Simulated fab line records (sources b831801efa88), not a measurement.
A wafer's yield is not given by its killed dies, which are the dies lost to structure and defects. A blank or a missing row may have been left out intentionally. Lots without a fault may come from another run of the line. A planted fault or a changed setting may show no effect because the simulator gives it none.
A struck lot beside a sound one    flow sky130    16 out of 708 route steps
Sound: wafers L166.3, L166.4, L166.6. Wafers L179.3, L179.4, L179.6 were the ones struck. Last of all comes the cause.
For every step that has rows: the tool of each side, followed by ch and its chambers, followed by its first start. Under that, the readings that differ: sound wafers    struck wafers    difference of the means    sigmas: that difference in standard deviations of wafers without a fault.
alike: words and numbers the same on both sides, and readings whose means are apart by under 2 such deviations; not compared: readings that were withheld, readings missing a value for some wafer, numbers with overlapping values and no deviation given by the record, and bounds like >300 which may hide the same value.
Wherever a step has rows on one side only, a row that says differs or no value, or a row with sigmas, the two part there. Numbers that have no deviation but don't overlap get no sigmas and don't part them. A reading missing from all wafers of one side parts the sides only when that side holds two or more wafers.

first, 3 steps without rows for these wafers: SKY_METAL1_EXPOSE_12 (exposes mask MM1, target cd 140 nm); SKY_METAL1_PEB_13; SKY_METAL1_DEVELOP_14 (develop time 58.85 s).
SKY_METAL1_CD_MEAS_15: target cd 140 nm.
  sound on cd sem-02, day 34 13:51; struck on cd sem-02, day 38 17:53
  alike: cd nm
SKY_METAL1_OVL_MEAS_16:
  sound on overlay-02, day 34 13:56; struck on overlay-01, day 38 17:59
  alike: METAL1_OVL
SKY_METAL1_DESCUM_17: chemistry O2, time 8 s.
  sound on rie metal-01 ch 0,1, day 34 13:59; struck on rie metal-01 ch 0,1, day 38 18:01
  alike: drypump motor current A, oes product au
  not compared: rf hours counter h
SKY_METAL1_ETCH_18: etches BARC in N2/H2, stops on SiO2, time 45.9 s, target depth 60 nm.
  sound on rie metal-01 ch 0,1, day 34 14:01; struck on rie metal-01 ch 0,1, day 38 18:04
  alike: bias w, drypump motor current A, oes product au, throttle valve pct
  not compared: rf hours counter h
SKY_METAL1_METAL_ETCH_19: etches the open film in Cl2/BCl3, stops on SiO2, target depth 360 nm, time 78 s.
  sound on rie metal-01 ch 0,1, day 34 14:05; struck on rie metal-01 ch 0,1, day 38 18:08
  alike: bias w, drypump motor current A, oes product au, throttle valve pct
  not compared: rf hours counter h
SKY_METAL1_STRIP_20: strips in O2/N2.
  sound on plasma asher-01 ch 0,1, day 34 14:11; struck on plasma asher-04 ch 0,1, day 38 18:13
  alike: drypump motor current A, oes product au, strip time to endpoint s
  not compared: rf hours counter h
then, 3 steps without rows for these wafers: SKY_METAL1_STRIP_21 (strips in post etch residue remover, time 1200 s); SKY_METAL1_CLEAN_22 (cleans in IPA, time 180 s); SKY_METAL1_CLEAN_23 (cleans in O3/DIW).
SKY_VIA1_HDPCVD_00: deposits SiO2, target thk 1030 nm, time 171.7 s.
  sound on hdpcvd-01 ch 0,1,2, day 34 14:44; struck on hdpcvd-02 ch 0,1,2, day 38 19:04
  alike: pressure mtorr
SKY_VIA1_THK_MEAS_01:
  sound on film metro-03, day 34 14:52; struck on film metro-01, day 38 19:11
reading               sound           struck          difference  sigmas
VIA1_HDPCVD_THK (nm)  1050 1063 1057  2094 2116 2122  +1054       +99 or more
SKY_VIA1_CMP_02: polishes SiO2.
  sound on cmp-01 ch 1,2,3, day 34 15:01; struck on cmp-01 ch 0,1, day 38 19:14
  alike: motor current A
SKY_PAD_OPEN_PROBE_99:
  rows exist in the record for the sound wafers here (prober-02, day 47 04:32), none for the struck ones

== WHERE THEY PART ==
At SKY_VIA1_THK_MEAS_01 first; at SKY_PAD_OPEN_PROBE_99 last (within this record only).

WHY: what the simulator had put in
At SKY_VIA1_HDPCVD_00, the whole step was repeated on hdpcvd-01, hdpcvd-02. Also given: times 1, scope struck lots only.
